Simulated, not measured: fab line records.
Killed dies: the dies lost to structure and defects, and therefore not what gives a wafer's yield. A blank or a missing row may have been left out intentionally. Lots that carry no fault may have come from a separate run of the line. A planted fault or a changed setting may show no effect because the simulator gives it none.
2 desks looking at one fault | flow sky130 | only its own numbers are on each desk; what lay behind them is given at the end

## AT THE TOOL OWNER'S DESK: cvd w-01
The tool's own readings at SKY_VIA1_CVD_21 (deposits W, target thk 270 nm, time 80.902 s): means of the sampled wafers that have a number, for each lot that ran on this tool. The brackets show how far a lot's mean lies from the usual mean; more than 4 standard deviations puts the lot out of limits, marked OUT.
Columns: A = chamber pressure Torr at SKY_VIA1_CVD_21, usual 39.99 Torr; B = heater power w at SKY_VIA1_CVD_21, usual 822 W
lot  | first seen here | A               | B
L366 | day 33 15:14    | 40.07           | 900
L368 | day 35 08:29    | 39.93           | 889
L369 | day 35 11:50    | 39.98           | 916
L373 | day 36 16:47    | 41.33 (+15) OUT | 946
L375 | day 36 20:41    | 42.63 (+30) OUT | 891
L376 | day 37 01:21    | 42.56 (+30) OUT | 896
L383 | day 39 11:04    | 39.96           | 912
L387 | day 40 14:03    | 39.99           | 891
Finding of this desk: L373, L375, L376 out of limits; the first was L373 at day 36 16:47, on chamber pressure Torr at SKY_VIA1_CVD_21. L366, L368, L369, L383, L387 stayed within limits.

## METROLOGY DESK
What the gauges read, lot by lot, whatever tool the lot ran on: means of the sampled wafers that have a number. The brackets show how far a lot's mean lies from the usual mean; more than 4 standard deviations puts the lot out of limits, marked OUT.
Columns: A = VIA1_W_RS at SKY_VIA1_RS_MEAS_22, usual 0.427 ohm/sq; B = VIA1_W_THK at SKY_VIA1_THK_MEAS_23, usual 276 nm
lot  | first seen here | A     | B
L366 | day 33 15:20    | 0.421 | 281
L367 | day 34 00:28    | 0.423 | 274
L368 | day 35 08:35    | 0.425 | 278
L369 | day 35 11:56    | 0.430 | 276
L373 | day 36 16:53    | 0.421 | 282
L375 | day 36 20:47    | 0.411 | 289
L376 | day 37 01:28    | 0.414 | 283
L383 | day 39 11:10    | 0.427 | 275
L386 | day 40 08:10    | 0.427 | 273
L387 | day 40 14:10    | 0.425 | 279
Finding of this desk: none of the 10 lots has anything out of limits.

## PUT TOGETHER
The tool owner's desk could have raised an alarm at day 36 16:47, on L373, L375, L376.
At the metrology desk, nothing out of limits was observed.
The metrology desk has L373, L375, L376 on record, within its limits.
The lots listed all ran SKY_VIA1_CVD_21 on cvd w-01.

## WHAT HAD BEEN PUT IN BY THE SIMULATOR
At SKY_VIA1_CVD_21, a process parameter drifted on cvd w-01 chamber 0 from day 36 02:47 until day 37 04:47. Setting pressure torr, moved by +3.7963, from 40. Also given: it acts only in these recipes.
Lots struck among those shown: L373, L375, L376.
Time in hours from fault onset to the first out-of-limits reading at each desk: the tool owner's desk, 14.
